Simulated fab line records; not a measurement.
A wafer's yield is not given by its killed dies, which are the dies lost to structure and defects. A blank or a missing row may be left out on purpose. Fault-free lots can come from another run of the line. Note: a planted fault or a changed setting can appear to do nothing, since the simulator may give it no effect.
A lot that was struck, set against a sound lot | flow sky130 | 32 out of 708 route steps
Sound: these wafers, L641.2, L641.4, L641.6. Wafers struck: L648.1, L648.4, L648.6. The cause comes at the end.
Order at every step that has rows: each side's tool, ch and its chambers, its first start. Under that, the readings that differ: sound wafers | struck wafers | difference of the means | sigmas: that difference in standard deviations of wafers without a fault.
alike: a reading whose means differ by less than 2 such deviations, as well as words and numbers matching on both sides. not compared: withheld readings; readings where some wafer has no value; bounds like >300 that might hide an equal value; numbers whose values overlap and for which the record gives no deviation.
Wherever a step has rows on one side only, a row that says differs or no value, or a row with sigmas, the two part there. Numbers that have no deviation but don't overlap get no sigmas and don't part them. A reading missing from all wafers of one side parts the sides only when that side holds two or more wafers.

first, 1 step without rows for these wafers: SKY_NWELL_IMPLANT_24.
SKY_NWELL_STRIP_25: strips in O2/N2.
  sound on plasma asher-01 ch 0,1, day 5 05:44; struck on plasma asher-04 ch 1, day 7 03:13
  alike: drypump motor current A, oes product au, strip time to endpoint s
  not compared: rf hours counter h
SKY_NWELL_TW_MEAS_26:
  struck on film metro-04, day 7 03:19; sound on film metro-02, day 5 05:51
  alike: NWELL_2_TW
then, 1 step without rows for these wafers: SKY_NWELL_CLEAN_27 (cleans in SC1/SC2, time 150 s).
SKY_NWELL_RTA_28: time 30 s.
  sound on rtp anneal-02 ch 0, day 5 05:58; struck on rtp anneal-01 ch 0, day 7 03:25
  alike: lamp power pct, wafer_temp_C_max
SKY_NWELL_RS_MEAS_29: measures by four-point-probe.
  struck on film metro-01, day 7 03:31; sound on film metro-04, day 5 06:05
  alike: NWELL_RS
SKY_NWELL_RS_MEAS_31: measures by four-point-probe.
  struck on film metro-01, day 7 03:46; sound on film metro-04, day 5 06:19
  alike: PWDE_RS
then, 4 steps without rows for these wafers: SKY_VT_ADJUST_HVTP_DEHYDRATE_00 (time 60 s); SKY_VT_ADJUST_HVTP_HMDS_01 (prime time 60 s); SKY_VT_ADJUST_HVTP_COAT_02 (resist thk 1140 nm); SKY_VT_ADJUST_HVTP_SOFTBAKE_03 (time 60 s).
SKY_VT_ADJUST_HVTP_EXPOSE_04: exposes mask HVTPM, target cd 380 nm.
  sound on iline stepper-01 ch 0, day 5 14:51; struck on iline stepper-02 ch 0, day 7 13:11
  reading | sound                   | struck                                                                                 | difference | sigmas
  mask    | HVTPM#0 HVTPM#0 HVTPM#0 | NWM_COMPLEMENT_LESS_NATIVE#0 NWM_COMPLEMENT_LESS_NATIVE#0 NWM_COMPLEMENT_LESS_NATIVE#0 | differs    |
  alike: focus offset nm
then, 2 steps without rows for these wafers: SKY_VT_ADJUST_HVTP_PEB_05; SKY_VT_ADJUST_HVTP_DEVELOP_06 (develop time 58.92 s).
SKY_VT_ADJUST_HVTP_CD_MEAS_07: target cd 380 nm.
  struck on cd sem-01, day 7 22:17; sound on cd sem-02, day 5 23:53
  reading    | sound             | struck | difference                    | sigmas
  cd nm (nm) | 378.9 377.0 382.3 | - - -  | no value on the struck wafers |
SKY_VT_ADJUST_HVTP_OVL_MEAS_08:
  struck on overlay-01, day 7 22:24; sound on overlay-01, day 5 23:59
  reading                 | sound        | struck | difference                    | sigmas
  VT_ADJUST_HVTP_OVL (nm) | -0.8 0.3 1.5 | - - -  | no value on the struck wafers |
then, 1 step without rows for these wafers: SKY_VT_ADJUST_HVTP_IMPLANT_09.
SKY_VT_ADJUST_HVTP_STRIP_10: strips in O2/N2.
  sound on plasma asher-01 ch 0,1, day 6 00:10; struck on plasma asher-02 ch 0,1, day 7 22:35
  alike: drypump motor current A, oes product au, strip time to endpoint s
  not compared: rf hours counter h
SKY_VT_ADJUST_HVTP_TW_MEAS_11:
  struck on film metro-02, day 7 22:41; sound on film metro-01, day 6 00:16
  reading           | sound          | struck   | difference | sigmas
  VT_ADJUST_HVTP_TW | 1352 1354 1355 | 30 30 30 | -1324      | -99 or more
then, 7 steps without rows for these wafers: SKY_VT_ADJUST_LVTN_DEHYDRATE_00 (time 60 s); SKY_VT_ADJUST_LVTN_HMDS_01 (prime time 60 s); SKY_VT_ADJUST_LVTN_COAT_02 (resist thk 3000 nm); SKY_VT_ADJUST_LVTN_SOFTBAKE_03; SKY_VT_ADJUST_LVTN_EXPOSE_04 (exposes mask NWM COMPLEMENT LESS NATIVE, target cd 840 nm); SKY_VT_ADJUST_LVTN_PEB_05; SKY_VT_ADJUST_LVTN_DEVELOP_06 (develop time 60 s).
SKY_VT_ADJUST_LVTN_OVL_MEAS_07:
  struck on overlay-02, day 8 18:41; sound on overlay-02, day 6 18:53
  alike: VT_ADJUST_LVTN_OVL
then, 1 step without rows for these wafers: SKY_VT_ADJUST_LVTN_IMPLANT_08.
SKY_VT_ADJUST_LVTN_STRIP_09: strips in O2/N2.
  sound on plasma asher-04 ch 0, day 6 19:04; struck on plasma asher-03 ch 0,1, day 8 18:52
  alike: drypump motor current A, oes product au, strip time to endpoint s
  not compared: rf hours counter h
SKY_VT_ADJUST_LVTN_TW_MEAS_10:
  struck on film metro-02, day 8 18:58; sound on film metro-02, day 6 19:11
  reading           | sound             | struck               | difference | sigmas
  VT_ADJUST_LVTN_TW | 241.2 240.7 241.2 | 1370.4 1358.0 1362.5 | +1122.6    | +99 or more
then, 1 step without rows for these wafers: SKY_VT_ADJUST_LVTN_DEHYDRATE_11 (time 60 s).
-- here the record skips 39 days between the struck wafers' starts before and after, leaving off in module VT_ADJUST_LVTN and picking up in module PAD_OPEN (first step shown: number 708 of the route) --
SKY_PAD_OPEN_PROBE_99:
  struck on prober-02, day 47 18:45; sound on prober-01, day 46 01:02
  reading             | sound    | struck      | difference | sigmas
  killed at front end | 15 15 18 | 423 423 437 | +412       | +91
  killed dies         | 86 98 87 | 492 492 492 | +402       | +43
  killed on rim       | 17 15 14 | 96 96 96    | +81        | +22
  alike: killed_at_M0_to_M3, killed_at_M4_up, killed at contacts, killed at other, killed open, killed short

WHERE THEY PART
First at SKY_VT_ADJUST_HVTP_EXPOSE_04; last, within this record, at SKY_PAD_OPEN_PROBE_99.

WHY: what had been put in by the simulator
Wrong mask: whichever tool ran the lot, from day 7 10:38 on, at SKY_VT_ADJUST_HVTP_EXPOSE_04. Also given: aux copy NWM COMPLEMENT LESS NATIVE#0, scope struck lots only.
